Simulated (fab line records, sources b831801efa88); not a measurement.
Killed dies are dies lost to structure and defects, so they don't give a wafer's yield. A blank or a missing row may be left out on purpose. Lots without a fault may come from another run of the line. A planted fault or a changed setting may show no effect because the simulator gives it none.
Chamber matching | flow sky130 | SKY_POLY_CUT_ETCH_11 on rie_diel-04: 4 sister chambers
The step etches Si3N4 in CF4/CH2F2/Ar, stops on poly-Si, time 42.5 s, target depth 60 nm. 14 wafers are shown with their chamber, then 7 later ones without.

WAFERS WITH THEIR CHAMBER
wafer  | chamber | drypump_motor_current_A (A) | rf_fwd_power_W (W) | mfc_ar_sccm (sccm)
L074.1 | 2       | 5.8                         | 597.0              | 150.9
L074.4 | 0       | 5.6                         | 590.9              | 150.2
L074.5 | 1       | 4.9                         | 590.7              | 150.3
L079.1 | 0       | 5.6                         | 593.1              | 149.5
L079.3 | 1       | 4.9                         | 588.4              | 149.7
L079.6 | 1       | 4.9                         | 590.5              | 150.3
L081.2 | 0       | 5.6                         | 589.9              | 150.5
L081.3 | 1       | 4.9                         | 589.1              | 150.5
L081.6 | 0       | 5.6                         | 591.2              | 149.4
L083.1 | 2       | 5.7                         | 595.4              | 150.4
L083.3 | 3       | 5.2                         | 594.9              | 150.7
L083.6 | 0       | 5.6                         | 589.4              | 149.9
L085.1 | 3       | 5.2                         | 597.0              | 150.2
L085.5 | 0       | 5.6                         | 589.8              | 150.2

SIGNATURES (means of the wafers above)
reading                 | chamber 0 | chamber 1 | chamber 2 | chamber 3 | scatter within a chamber
drypump_motor_current_A | 5.600     | 4.900     | 5.750     | 5.200     | 0.0224
rf_fwd_power_W          | 590.717   | 589.675   | 596.200   | 595.950   | 1.28
mfc_ar_sccm             | 149.950   | 150.200   | 150.650   | 150.450   | 0.393
Rule: a wafer's distance from a chamber is the root of the sum, over the readings, of the square of ((its reading less the chamber's mean) divided by the reading's scatter). The wafer belongs to the nearest chamber; if the next one is less than 2 further off, it can't be placed. The scatter: the root of (the sum of the squares of (reading less its chamber's mean) over the shown wafers, divided by (wafers less chambers)).

WAFERS WITHOUT THEIR CHAMBER
wafer  | drypump_motor_current_A (A) | rf_fwd_power_W (W) | mfc_ar_sccm (sccm)
L085.6 | 4.9                         | 586.1              | 149.5
L092.2 | 4.8                         | 593.7              | 150.3
L092.4 | 5.2                         | 596.5              | 150.7
L092.6 | 5.6                         | 586.2              | 149.7
L093.2 | 5.2                         | 592.8              | 149.4
L093.4 | 5.7                         | 599.3              | 150.0
L093.6 | 5.7                         | 598.1              | 149.6

WHICH CHAMBER EACH WENT THROUGH
wafer  | from the rows above | in truth
L085.6 | 1                   | 1
L092.2 | 1                   | 1
L092.4 | 3                   | 3
L092.6 | 0                   | 0
L093.2 | 3                   | 3
L093.4 | 2                   | 2
L093.6 | 2                   | 2
Placed correctly: 7 of 7. Can't be placed from these rows: 0. Placed wrongly: 0.
